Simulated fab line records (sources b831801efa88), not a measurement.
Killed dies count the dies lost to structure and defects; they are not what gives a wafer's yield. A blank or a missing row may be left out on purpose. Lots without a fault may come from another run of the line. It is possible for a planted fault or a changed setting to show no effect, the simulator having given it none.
Problem report in the 8D (eight disciplines) form, filled by code    flow gf180mcu    the parts of the form that need people (team, actions taken, sign-off) are left out

1. WHAT WENT WRONG
Wafers without a fault read 852.9 C, standard deviation 0.98; spikeTcCentreC at GF_DUAL_GATE_OXIDATION_15 reads a mean of 827.8 C on 6 wafers belonging to 2 lots. That is -26 standard deviations from the usual mean.
The step: stabilise 600 s, purge 300 s, target thk 7.098 nm.
First seen on wafer L818.1, day 13 06:46, on furnace-01. At this step, 39 wafers from 13 lots have a number in the record. The rule behind "out" and "out of limits": a value lying over 4 standard deviations away from the usual mean. Any other wafer with a number is counted as sound.

2. WHAT IT IS, WHAT IT ISN'T
question                     is                                                     is not
which readings at this step  spikeTcCentreC, zonePowerCentrePct, zonePowerLowerPct  -
which lots                   L818, L819                                             L802, L803, L805, L808, L810, L811, L812, L815, L816, L817, L824
which wafers of those lots   all that have a number                                 -
read on which tools          furnace-01                                             furnace-02
when                         from day 13 06:46                                      up to then (30 sound wafers); but 3 sound wafers of L824 came after

3. SUSPECTS, AND WHAT RULES EACH OUT
Counting: a tool at a process step up to the reading stays a suspect if it ran every lot that is out and no sound lot after the first of them.
- furnace-01 at GF_DUAL_GATE_OXIDATION_15 (stabilise 600 s, purge 300 s, target thk 7.098 nm): kept. Every lot that is out went through it, starting with L818 (day 13 06:46), and after that it ran no sound lot; the last sound lot it ran before then is L817 (day 13 02:37). Its own spikeTcCentreC, zonePowerCentrePct, zonePowerLowerPct readings are out on those wafers.
Left after counting: furnace-01 at GF_DUAL_GATE_OXIDATION_15.

4. THE CAUSE (what the simulator had put in)
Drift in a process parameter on furnace-01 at GF_DUAL_GATE_OXIDATION_15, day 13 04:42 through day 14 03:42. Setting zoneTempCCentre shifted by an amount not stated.
After counting, this tool was the only one left.

5. THE EFFECT CHAIN, in route order
One row per reading whose mean, taken over the struck wafers that have a number, lies over 3 standard deviations from the usual. Readings are gone through only where the record gives a usual standard deviation; hours: the median, over the lots, of the time from a lot's start at the first step in this table giving one to that lot's start at this step; sigmas: the change measured in usual standard deviations.
hours  step                       reading             usual    on struck wafers  change  sigmas
0      GF_DUAL_GATE_OXIDATION_15  spikeTcCentreC      852.9 C  827.8             -25.1   -26
0      GF_DUAL_GATE_OXIDATION_15  spikeTcUpperC       851.6 C  855.8             +4.2    +3.3
0      GF_DUAL_GATE_OXIDATION_15  zonePowerCentrePct  17.5 %   9.2               -8.2    -9.8
0      GF_DUAL_GATE_OXIDATION_15  zonePowerLowerPct   15.8 %   19.4              +3.6    +7.6
0      GF_DUAL_GATE_OXIDATION_15  zonePowerUpperPct   15.0 %   20.7              +5.7    +3.6
Its process steps:
- GF_DUAL_GATE_OXIDATION_15: stabilise 600 s, purge 300 s, target thk 7.098 nm.

6. HOW IT WOULD HAVE BEEN CAUGHT EARLIER
First out-of-limits reading in this record: day 13 06:46, which is 2 hours after fault onset at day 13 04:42.
